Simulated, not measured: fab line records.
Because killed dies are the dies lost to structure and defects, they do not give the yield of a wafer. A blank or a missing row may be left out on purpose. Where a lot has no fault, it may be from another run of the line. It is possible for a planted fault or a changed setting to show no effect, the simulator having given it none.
2 desks, one fault ; flow sky130 ; every desk sees just its own numbers, and what lay behind them comes last

THE TOOL OWNER'S DESK: implanter-03
For each lot that ran on this tool, the mean over its sampled wafers that have a number, from the tool's own readings at SKY_LDD_N_IMPLANT_14. The brackets show how far a lot's mean lies from the usual mean; more than 4 standard deviations puts the lot out of limits, marked OUT.
Columns: A = rotation_deg at SKY_LDD_N_IMPLANT_14, usual 180.00 degrees
lot;first seen here;A
L451;day 17 22:24;180.00
L453;day 18 15:34;179.98
L454;day 19 06:51;179.96
L455;day 19 14:19;402.19 (+99 or more) OUT
L459;day 21 05:46;402.24 (+99 or more) OUT
This desk's finding: out of limits on L455, L459; first on L455, day 19 14:19 (rotation_deg at SKY_LDD_N_IMPLANT_14). L451, L453, L454 stayed within limits.

AT THE METROLOGY DESK
What the gauges read, lot by lot, whatever tool the lot ran on: means of the sampled wafers that have a number. The brackets show how far a lot's mean lies from the usual mean; more than 4 standard deviations puts the lot out of limits, marked OUT.
Columns: A = SONOS_TUNNEL_OVL at SKY_SONOS_TUNNEL_OVL_MEAS_08, usual -0.2 nm
lot;first seen here;A
L451;day 11 16:21;0.5
L453;day 12 04:36;0.9
L454;day 12 09:33;0.8
L455;day 13 00:10;-0.3
L457;day 13 16:16;-0.5
L459;day 14 08:02;-1.1
L466;day 16 17:38;-0.2
L467;day 17 13:02;-2.1
L470;day 18 00:37;0.7
L471;day 18 09:23;0.1
L472;day 18 16:06;1.0
L473;day 19 01:37;-0.2
This desk's verdict: no lot among the 12 shows anything out of limits.

BROUGHT TOGETHER
An alarm could have come from the tool owner's desk at day 19 14:19, on L455, L459.
Metrology desk: nothing out of limits seen.
The metrology desk holds a record of L455, L459, inside its limits.
On implanter-03, each named lot ran SKY_LDD_N_IMPLANT_14.

WHAT THE SIMULATOR HAD INSERTED
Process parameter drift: implanter-03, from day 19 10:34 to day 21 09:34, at SKY_LDD_N_IMPLANT_14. The setting rotation_deg was moved by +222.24, starting from 180. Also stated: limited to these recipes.
Struck lots among those shown: L455, L459.
Delay in hours, fault start to first out-of-limits reading, by desk: the tool owner's desk at 4.
